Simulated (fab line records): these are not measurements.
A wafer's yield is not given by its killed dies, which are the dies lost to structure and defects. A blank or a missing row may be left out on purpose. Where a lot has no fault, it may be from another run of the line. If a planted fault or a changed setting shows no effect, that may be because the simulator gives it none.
Matching of chambers | flow gf180mcu | cmp-01 running GF_V5_CMP_26: 4 sister chambers
The step polishes, stops on SiO2, t overpolish 15 s, target thk 0 nm. 8 wafers are shown with their chamber, then 10 later ones without.

WAFERS WITH THEIR CHAMBER
wafer  | chamber | motorCurrentA (A) | retainingRingPressureFrac
L540.5 | 1       | 10.6              | 0.993
L543.2 | 3       | 11.3              | 1.000
L543.3 | 0       | 11.3              | 1.005
L544.3 | 2       | 11.4              | 0.996
L544.4 | 0       | 11.4              | 1.003
L544.5 | 2       | 11.6              | 1.006
L545.3 | 3       | 12.0              | 0.996
L545.5 | 1       | 11.0              | 1.006

WAFERS WITH NO CHAMBER GIVEN
wafer  | motorCurrentA (A) | retainingRingPressureFrac
L545.6 | 11.5              | 1.002
L549.1 | 11.9              | 1.003
L549.3 | 11.5              | 0.998
L549.4 | 11.5              | 0.998
L550.4 | 12.0              | 0.998
L550.5 | 11.2              | 0.998
L550.6 | 11.7              | 1.002
L551.2 | 11.2              | 0.999
L551.4 | 10.4              | 1.007
L551.5 | 11.8              | 1.000

WHICH CHAMBER EACH ONE RAN IN
wafer  | from the rows above               | in truth
L545.6 | can't be placed: 2 or 0 or 3      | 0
L549.1 | can't be placed: 3 or 2 or 0      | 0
L549.3 | can't be placed: 2 or 3 or 0 or 1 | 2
L549.4 | can't be placed: 2 or 3 or 0 or 1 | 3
L550.4 | can't be placed: 3 or 2 or 0      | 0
L550.5 | can't be placed: 0 or 2 or 1 or 3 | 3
L550.6 | can't be placed: 3 or 2 or 0      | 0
L551.2 | can't be placed: 0 or 2 or 1 or 3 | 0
L551.4 | can't be placed: 1 or 0           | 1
L551.5 | can't be placed: 3 or 2 or 0      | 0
Correctly placed: 0 of 10. From these rows, 10 cannot be placed; in 10 the true chamber is one of the candidates. Wrongly placed: 0.
How it was worked out, from the rows above alone: a wafer's distance from a chamber is the root of the sum, over the readings, of the square of ((its reading less the chamber's mean) divided by the reading's scatter). The wafer belongs to the nearest chamber; if the next one is less than 2 further off, it can't be placed. The mean given for a chamber averages the wafers shown for that chamber. The scatter is the square root of a quotient: the sum, over the shown wafers, of each reading's squared deviation from its chamber's mean, divided by wafers minus chambers.
